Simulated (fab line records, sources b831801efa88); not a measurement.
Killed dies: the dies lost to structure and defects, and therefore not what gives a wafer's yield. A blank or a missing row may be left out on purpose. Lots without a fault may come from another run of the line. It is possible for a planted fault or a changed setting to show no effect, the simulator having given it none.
Struck lot and sound lot, side by side + flow sky130 + 17 out of 708 route steps
Sound: wafers L572.2, L572.4, L572.6. Wafers L585.1, L585.2, L585.6 were the ones struck. Last of all comes the cause.
At each step with rows: each side's tool, then ch and its chambers, then its first start. Under that, the readings that differ: sound wafers + struck wafers + difference of the means + sigmas: that difference in standard deviations of wafers without a fault.
alike: same words and numbers on both sides, and readings whose means sit less than 2 such deviations apart. not compared: any withheld reading, any reading some wafer has no value for, any bound like >300 that may hide the same value, and any number with overlapping values for which the record gives no deviation.
A row with sigmas, a row that says differs or no value, or rows on one side alone: a step with any of these is where the two part. Non-overlapping numbers with no deviation appear without sigmas and do not part them. Lack of a reading on every wafer of one side parts them only where that side has two or more wafers.

SKY_CONTACT_BOW_MEAS_05:
  sound: filmMetro-03 at day 32 11:53; struck: filmMetro-03 at day 36 02:30
  alike: CONTACT_BOW
then, 8 steps without rows for these wafers: SKY_CONTACT_DEHYDRATE_06 (time 60 s); SKY_CONTACT_HMDS_07 (prime time 60 s); SKY_CONTACT_COAT_08 (resist thk 60 nm); SKY_CONTACT_COAT_09 (resist thk 450 nm); SKY_CONTACT_SOFTBAKE_10 (time 90 s); SKY_CONTACT_EXPOSE_11 (exposes mask CTM1, target cd 170 nm); SKY_CONTACT_PEB_12; SKY_CONTACT_DEVELOP_13 (develop time 60 s).
SKY_CONTACT_CD_MEAS_14: target cd 170 nm.
  sound: cdSem-02 at day 33 16:05; struck: cdSem-01 at day 37 05:28
  alike: cdNm
SKY_CONTACT_OVL_MEAS_15:
  sound: overlay-01 at day 33 16:12; struck: overlay-01 at day 37 05:35
  alike: CONTACT_OVL
SKY_CONTACT_ETCH_16: etches BARC in N2/H2, stops on SiO2, time 45.9 s, target depth 60 nm.
  sound on rieDiel-01 ch 1,2,3, day 33 16:14; struck on rieDiel-01 ch 2,3, day 37 05:37
  alike: biasW, chamberPressureMTorr, drypumpMotorCurrentA, oesProductAu, throttleValvePct
  not compared: rfHoursCounterH
SKY_CONTACT_ETCH_17: etches SiO2 in C4F8/O2/Ar, stops on Si3N4, target depth 340 nm.
  sound on rieDiel-01 ch 1,2,3, day 33 16:16; struck on rieDiel-01 ch 2,3, day 37 05:40
  no value came back on the struck wafers for biasW (W), chamberPressureMTorr (mTorr), oesProductAu (a.u.); on the sound wafers biasW (W) reads 1197 1196 1198
| reading                                       | sound             | struck            | difference | sigmas |
|-----------------------------------------------|-------------------|-------------------|------------|--------|
| model.KrF-thick_of_CONTACT_COAT_09.thkNm (nm) | 326.8 328.1 329.1 | 391.7 390.2 391.5 | +63.1      |        |
SKY_CONTACT_ETCH_18: etches Si3N4 in CHF3/O2, stops on TiN, time 39 s, target depth 75 nm.
  sound on rieDiel-01 ch 1,2,3; struck on rieDiel-01 ch 2,3
| reading                                       | sound             | struck            | difference | sigmas |
|-----------------------------------------------|-------------------|-------------------|------------|--------|
| oesProductAu (a.u.)                           | 0.849 0.850 0.862 | 0.376 0.371 0.375 | -0.480     | -64    |
| throttleValvePct (%)                          | 8.783 8.785 8.774 | 8.673 8.669 8.676 | -0.108     | -11    |
| model.KrF-thick_of_CONTACT_COAT_09.thkNm (nm) | 242 243.5 245.7   | 305.1 303.8 306.2 | +61.3      |        |
  alike: O2_flow_sccm, biasW, drypumpMotorCurrentA
  not compared: rfHoursCounterH
SKY_CONTACT_STRIP_19: strips in O2/N2.
  sound on plasmaAsher-02 ch 0,1, day 33 16:22; struck on plasmaAsher-02 ch 0,1, day 37 05:45
| reading                  | sound             | struck            | difference | sigmas |
|--------------------------|-------------------|-------------------|------------|--------|
| oesProductAu (a.u.)      | 0.375 0.376 0.378 | 0.413 0.408 0.409 | +0.034     | +7     |
| stripTimeToEndpointS (s) | 3.62 3.63 3.65    | 4.27 4.26 4.28    | +0.64      | +21    |
  alike: drypumpMotorCurrentA
  not compared: rfHoursCounterH
then, 1 step without rows for these wafers: SKY_CONTACT_STRIP_20 (strips in post etch residue remover, time 1200 s).
-- the record jumps here: 13 days lie between the struck wafers' starts before and after (it left off in module CONTACT and takes up again in module PAD_OPEN, whose first step shown is number 708 of the route) --
SKY_PAD_OPEN_PROBE_99:
  sound: prober-02 at day 47 19:51; struck: prober-01 at day 50 08:11
| reading          | sound    | struck      | difference | sigmas |
|------------------|----------|-------------|------------|--------|
| killedAtContacts | 24 31 21 | 428 427 427 | +402       | +77    |
| killedDies       | 83 93 81 | 492 492 492 | +406       | +45    |
| killedOnRim      | 14 18 16 | 96 96 96    | +80        | +22    |
  alike: killed_at_M0_to_M3, killed_at_M4_up, killedAtFrontEnd, killedAtOther, killedOpen, killedShort

WHERE THEY PART
First at SKY_CONTACT_ETCH_17; last, within this record, at SKY_PAD_OPEN_PROBE_99.

WHY: whatever the simulator had introduced
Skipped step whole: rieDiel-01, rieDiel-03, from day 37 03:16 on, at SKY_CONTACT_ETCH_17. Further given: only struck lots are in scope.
